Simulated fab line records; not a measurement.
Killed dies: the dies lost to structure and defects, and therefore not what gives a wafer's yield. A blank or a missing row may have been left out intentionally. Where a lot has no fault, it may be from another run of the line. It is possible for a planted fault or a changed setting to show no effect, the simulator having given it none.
Which tool is to blame? :: flow gf180mcu :: 18 wafers sampled from 6 lots at 1 step of a route of 602

WHAT THE GAUGES SHOWED, per wafer
GF_V4_THK_MEAS_01.
lot: L715
measured: day 23 13:31
on: filmMetro-04
V4_CVD_00_THK (nm): 593 596 591

lot: L719
measured: day 25 06:54
on: filmMetro-04
V4_CVD_00_THK (nm): 587 590 583

lot: L722
measured: day 26 08:46
on: filmMetro-01
V4_CVD_00_THK (nm): 589 594 601

lot: L726
measured: day 27 10:03
on: filmMetro-03
V4_CVD_00_THK (nm): 596 592 602

lot: L730
measured: day 28 19:55
on: filmMetro-01
V4_CVD_00_THK (nm): 589 600 596

lot: L733
measured: day 29 18:02
on: filmMetro-03
V4_CVD_00_THK (nm): 596 602 603

TOOL THAT RAN EACH LOT (tool first, then ch and the chambers of the sampled wafers, then the start)
Before these readings, the record contains no process step.

THE ANSWER, worked out from the rows above alone
Rule: usual is defined by the lots themselves. Put in order of their means at a reading, lots are off if they are a third of the lots or fewer, leave a main group of 4 or more, and stand apart from it by a gap of 3 or more times the standard deviation of the main group's means; of several such gaps the widest counts. Not used: any main group whose means are identical at the precision the tables above print for the reading. A lot without any number at a reading at which 4 lots or more have one is off too. Any other lot the step has rows for is counted as sound.
No lot is off on any of the readings shown, so nothing can be concluded from this.

WHAT WAS PUT IN BY THE SIMULATOR
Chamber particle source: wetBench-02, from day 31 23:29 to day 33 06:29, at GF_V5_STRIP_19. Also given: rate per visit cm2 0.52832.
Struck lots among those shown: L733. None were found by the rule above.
